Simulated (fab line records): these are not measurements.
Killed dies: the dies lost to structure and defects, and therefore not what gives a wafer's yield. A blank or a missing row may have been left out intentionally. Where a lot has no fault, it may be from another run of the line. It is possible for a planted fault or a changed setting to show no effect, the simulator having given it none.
Chamber matching :: flow sfqLine :: SFQ_TRILAYER_I7_CMP_CMP_184 on cmp-02: 4 sister chambers
The step polishes SiO2. 4 wafers are shown with their chamber, then 7 later ones without.

## WAFERS, EACH WITH ITS CHAMBER
wafer: L854.5
chamber: 3
motorCurrentA (A): 11.7

wafer: L856.3
chamber: 1
motorCurrentA (A): 9.6

wafer: L860.4
chamber: 0
motorCurrentA (A): 9.5

wafer: L860.1
chamber: 2
motorCurrentA (A): 9.5

## WAFERS WITHOUT THEIR CHAMBER
wafer: L860.5
motorCurrentA (A): 9.8

wafer: L861.3
motorCurrentA (A): 9.9

wafer: L861.1
motorCurrentA (A): 12.6

wafer: L861.6
motorCurrentA (A): 9.9

wafer: L863.1
motorCurrentA (A): 12.0

wafer: L863.2
motorCurrentA (A): 10.2

wafer: L863.3
motorCurrentA (A): 9.6

## WHICH CHAMBER EACH WENT THROUGH
wafer: L860.5
from the rows above: can't be placed: 1 or 0 or 2
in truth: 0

wafer: L861.3
from the rows above: can't be placed: 1 or 0 or 2
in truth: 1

wafer: L861.1
from the rows above: 3
in truth: 3

wafer: L861.6
from the rows above: can't be placed: 1 or 0 or 2
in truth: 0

wafer: L863.1
from the rows above: 3
in truth: 3

wafer: L863.2
from the rows above: can't be placed: 1 or 0 or 2 or 3
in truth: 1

wafer: L863.3
from the rows above: can't be placed: 1 or 0 or 2
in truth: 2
Correctly placed: 2 of 7. Unplaceable from these rows: 5, with the true chamber sitting among the candidates in 5. Number placed wrongly: 0.
How it was worked out, from the rows above alone: a wafer's distance from a chamber is the root of the sum, over the readings, of the square of ((its reading less the chamber's mean) divided by the reading's scatter). If the next closest chamber is less than 2 further off than the closest, the wafer can't be placed; otherwise it belongs to the closest. Each chamber's mean is taken over the wafers shown for it. The scatter: root of mean squared gap, hidden wafer to nearest shown wafer, with one shown wafer a chamber.
